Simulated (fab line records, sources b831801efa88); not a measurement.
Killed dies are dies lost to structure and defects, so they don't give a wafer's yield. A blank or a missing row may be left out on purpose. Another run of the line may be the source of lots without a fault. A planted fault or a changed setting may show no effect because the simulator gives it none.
Which tool was responsible? + flow sky130 + Sampling: 12 lots, 36 wafers, 2 of 708 route steps

== WHAT EACH GAUGE READ, for each wafer ==
SKY_METAL4_CD_MEAS_13: the cd target is 300 nm.
| lot  | measured     | on        | cd_nm (nm)        |
|------|--------------|-----------|-------------------|
| L396 | day 42 05:08 | cd_sem-01 | 301.3 299.7 301.9 |
| L397 | day 42 05:45 | cd_sem-01 | 300.2 301.2 301.4 |
| L398 | day 42 08:33 | cd_sem-01 | 299.5 300.1 297.7 |
| L399 | day 42 11:55 | cd_sem-01 | 300.1 301.3 300.0 |
| L400 | day 42 14:49 | cd_sem-01 | 299.2 299.2 299.9 |
| L401 | day 43 07:31 | cd_sem-01 | 299.7 299.7 299.8 |
| L403 | day 43 19:48 | cd_sem-01 | 298.8 298.6 297.6 |
| L409 | day 45 14:29 | cd_sem-01 | 299.3             |
| L411 | day 46 02:34 | cd_sem-02 | 300.4 301.1       |
| L412 | day 46 05:32 | cd_sem-01 | 299.5 298.5 299.1 |
| L416 | day 46 19:22 | cd_sem-01 | 300.9 300.0 300.2 |
| L418 | day 47 10:46 | cd_sem-02 | 298.4 298.5 299.4 |

== WHICH TOOL RAN EACH LOT (tool, then ch and the chambers of the sampled wafers, then the start) ==
| lot  | SKY_VIA3_CMP_24               |
|------|-------------------------------|
| L396 | cmp-02 ch 0,1,3, day 40 03:27 |
| L397 | cmp-01 ch 0,2, day 40 04:48   |
| L398 | cmp-02 ch 0,1,2, day 40 07:50 |
| L399 | cmp-02 ch 1,2,3, day 40 11:23 |
| L400 | cmp-02 ch 1,2, day 40 15:25   |
| L401 | cmp-02 ch 0,2,3, day 41 07:34 |
| L403 | cmp-02 ch 0,1,3, day 41 20:44 |
| L409 | cmp-01 ch 0,1,2, day 43 17:56 |
| L411 | cmp-01 ch 1,2,3, day 44 05:41 |
| L412 | cmp-02 ch 0,1,3, day 44 09:50 |
| L416 | cmp-02 ch 0,1,3, day 45 00:12 |
| L418 | cmp-02 ch 1,2,3, day 45 16:48 |
- SKY_VIA3_CMP_24: polishes, stops on SiO2, t overpolish 20 s, target thk 0 nm.

== AS READ BY THE TOOLS THEMSELVES (means over the sampled wafers that have a number; for cases with no such wafer, the mark the record gives instead) ==
SKY_VIA3_CMP_24.
| lot  | tool   | motor_current_A (A) | overpolish_run_s (s) | slurry_filter_dp_kPa (kPa) | time_to_endpoint_s (s) |
|------|--------|---------------------|----------------------|----------------------------|------------------------|
| L396 | cmp-02 | 10.1                | 19.998               | 13.51                      | 86                     |
| L397 | cmp-01 | 10.5                | 20.000               | 13.66                      | 102                    |
| L398 | cmp-02 | 10.6                | 20.007               | 13.45                      | 91                     |
| L399 | cmp-02 | 10.5                | 19.992               | 13.56                      | 88                     |
| L400 | cmp-02 | 10.9                | 20.006               | 13.65                      | 93                     |
| L401 | cmp-02 | 10.2                | 20.006               | 13.49                      | 89                     |
| L403 | cmp-02 | 9.9                 | 19.998               | 13.46                      | 90                     |
| L409 | cmp-01 | 10.5                | 6.692                | 13.40                      | 134                    |
| L411 | cmp-01 | 10.9                | 13.349               | 13.46                      | 111                    |
| L412 | cmp-02 | 10.2                | 19.989               | 13.45                      | 94                     |
| L416 | cmp-02 | 9.9                 | 20.002               | 13.49                      | 88                     |
| L418 | cmp-02 | 10.4                | 19.995               | 13.54                      | 92                     |

== THE ANSWER, worked out from the rows above alone ==
Rule: the usual values come from the lots themselves. Put in order of their means at a reading, lots are off if they are a third of the lots or fewer, leave a main group of 4 or more, and stand apart from it by a gap of 3 or more times the standard deviation of the main group's means; of several such gaps the widest counts. The tables above print the reading to a certain number of digits; a main group whose means all agree to those digits is not used. A lot without any number at a reading at which 4 lots or more have one is off too. Where the step has rows for the other lots, those lots are counted as sound. Order of review: gauges by route order, followed by the tools' own readings, for which a lot's mean as printed above is used. At the first step where some lot is off, the reading lying furthest off is the one used; lots without a number count as furthest.
Off, at SKY_VIA3_CMP_24 on overpolish_run_s: L409, L411. The main group: mean 19.999 s, standard deviation 0.0058.
If a tool, at that step or one of the process steps before it, ran each lot that is off and ran no sound lot following the first of them, it fits. One candidate fits, namely cmp-01 at SKY_VIA3_CMP_24. A fault onset in the window from L397 (day 40 04:48, its last sound lot) to L409 (day 43 17:56, its first lot off) fits.
The tool's own readings at SKY_VIA3_CMP_24 bear it out: on the lots that are off they differ by more than 5 times the standard deviation of the sound lots' means. overpolish_run_s reads 10.021 s there against 19.999 s on the sound lots; time_to_endpoint_s reads 122 s there against 91 s on the sound lots.

== WHAT WAS PUT IN BY THE SIMULATOR ==
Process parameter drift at SKY_VIA3_CMP_24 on cmp-01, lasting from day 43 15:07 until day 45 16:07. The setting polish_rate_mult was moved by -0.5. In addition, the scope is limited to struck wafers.
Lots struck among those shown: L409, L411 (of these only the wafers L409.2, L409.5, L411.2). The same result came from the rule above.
